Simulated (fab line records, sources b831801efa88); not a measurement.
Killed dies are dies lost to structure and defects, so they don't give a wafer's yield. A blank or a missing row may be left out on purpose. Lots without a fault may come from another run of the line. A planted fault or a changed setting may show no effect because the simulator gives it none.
Which tool did it? | flow gf180mcu | 14 lots, 42 wafers sampled, at 2 steps of a route of 602

WHAT THE GAUGES READ, wafer by wafer
GF_SALICIDE_THK_MEAS_05: measures by xrf. Usual: SALICIDE_TIN_THK 19.83 nm, standard deviation 0.29.
lot  | measured     | on            | SALICIDE_TIN_THK (nm) | flag
L386 | day 15 11:18 | film_metro-01 | 19.71 19.80 20.12     |
L390 | day 17 01:55 | film_metro-02 | 19.77 19.36 19.84     |
L392 | day 17 17:13 | film_metro-01 | 19.90 19.53 19.43     |
L393 | day 18 08:19 | film_metro-02 | 20.02 19.52 20.04     |
L397 | day 19 12:45 | film_metro-01 | 20.30 20.42 19.97     |
L400 | day 20 20:01 | film_metro-04 | 19.88 20.08 20.15     |
L401 | day 21 06:49 | film_metro-02 | 20.14 19.65 19.87     |
L402 | day 21 11:38 | film_metro-01 | 20.04 20.12 19.80     |
L403 | day 21 17:45 | film_metro-02 | 20.10 20.12 19.99     |
L404 | day 22 05:59 | film_metro-04 | 19.39 19.34 19.78     |
L405 | day 22 12:59 | film_metro-01 | 19.78 20.00 19.86     |
L406 | day 22 15:45 | film_metro-04 | 20.22 20.15 20.18     |
L407 | day 23 03:34 | film_metro-01 | 19.57 19.55 19.44     |
L408 | day 23 14:07 | film_metro-01 | 20.15 20.08 19.96     |

WHICH TOOL RAN EACH LOT (tool, then ch and the chambers of the sampled wafers, then the start)
lot  | GF_HV_LDD_HMDS_13
L386 | litho_track-04 ch 0, day 10 16:05
L390 | litho_track-02 ch 0, day 11 23:50
L392 | litho_track-04 ch 0, day 12 14:05
L393 | litho_track-04 ch 0, day 13 01:23
L397 | litho_track-02 ch 0, day 14 03:16
L400 | litho_track-01 ch 0, day 15 06:53
L401 | litho_track-04 ch 0, day 15 14:50
L402 | litho_track-02 ch 0, day 15 19:40
L403 | litho_track-02 ch 0, day 16 01:49
L404 | litho_track-02 ch 0, day 16 12:49
L405 | litho_track-02 ch 0, day 16 19:02
L406 | litho_track-04 ch 0, day 16 22:14
L407 | litho_track-04 ch 0, day 17 10:35
L408 | litho_track-02 ch 0, day 17 20:02
- GF_HV_LDD_HMDS_13: prime time 60 s.

WHAT THE TOOLS THEMSELVES READ (means of the sampled wafers that have a number; where no wafer has one, the mark that the record gives instead)
GF_HV_LDD_HMDS_13. Usual: chill_plate_temp_C 23.01 C, standard deviation 0.095; prime_temp_c 120.01 C, standard deviation 0.13.
lot  | tool           | chill_plate_temp_C (C) | prime_temp_c (C) | flag
L386 | litho_track-04 | 23.03                  | 120.15           |
L390 | litho_track-02 | 23.03                  | 120.15           |
L392 | litho_track-04 | 23.01                  | 116.91           | OFF
L393 | litho_track-04 | 23.06                  | 116.95           | OFF
L397 | litho_track-02 | 23.01                  | 120.03           |
L400 | litho_track-01 | 22.91                  | 120.07           |
L401 | litho_track-04 | 23.10                  | 120.11           |
L402 | litho_track-02 | 23.01                  | 119.99           |
L403 | litho_track-02 | 23.02                  | 119.91           |
L404 | litho_track-02 | 23.02                  | 120.07           |
L405 | litho_track-02 | 22.99                  | 120.09           |
L406 | litho_track-04 | 22.92                  | 119.97           |
L407 | litho_track-04 | 22.85                  | 119.88           |
L408 | litho_track-02 | 23.04                  | 119.96           |

THE ANSWER, worked out from the rows above alone
Rule: a lot is off if the mean of its wafers that have a number lies more than 3 standard deviations from the usual mean. A lot without any number at a reading at which 4 lots or more have one is off too. The other lots that the step has rows for count as sound. The gauges are gone through in route order, then the tools' own readings, and for those a lot's mean is taken as printed above. The first step at which some lot is off is used, and at that step the reading that is off furthest; a lot without a number counts as furthest.
Off: L392, L393, at GF_HV_LDD_HMDS_13 (prime_temp_c).
A tool fits if, at that step or a process step before it, it ran every lot that is off, and no sound lot after the first of them. None of those tried fits.

WHAT THE SIMULATOR HAD PUT IN
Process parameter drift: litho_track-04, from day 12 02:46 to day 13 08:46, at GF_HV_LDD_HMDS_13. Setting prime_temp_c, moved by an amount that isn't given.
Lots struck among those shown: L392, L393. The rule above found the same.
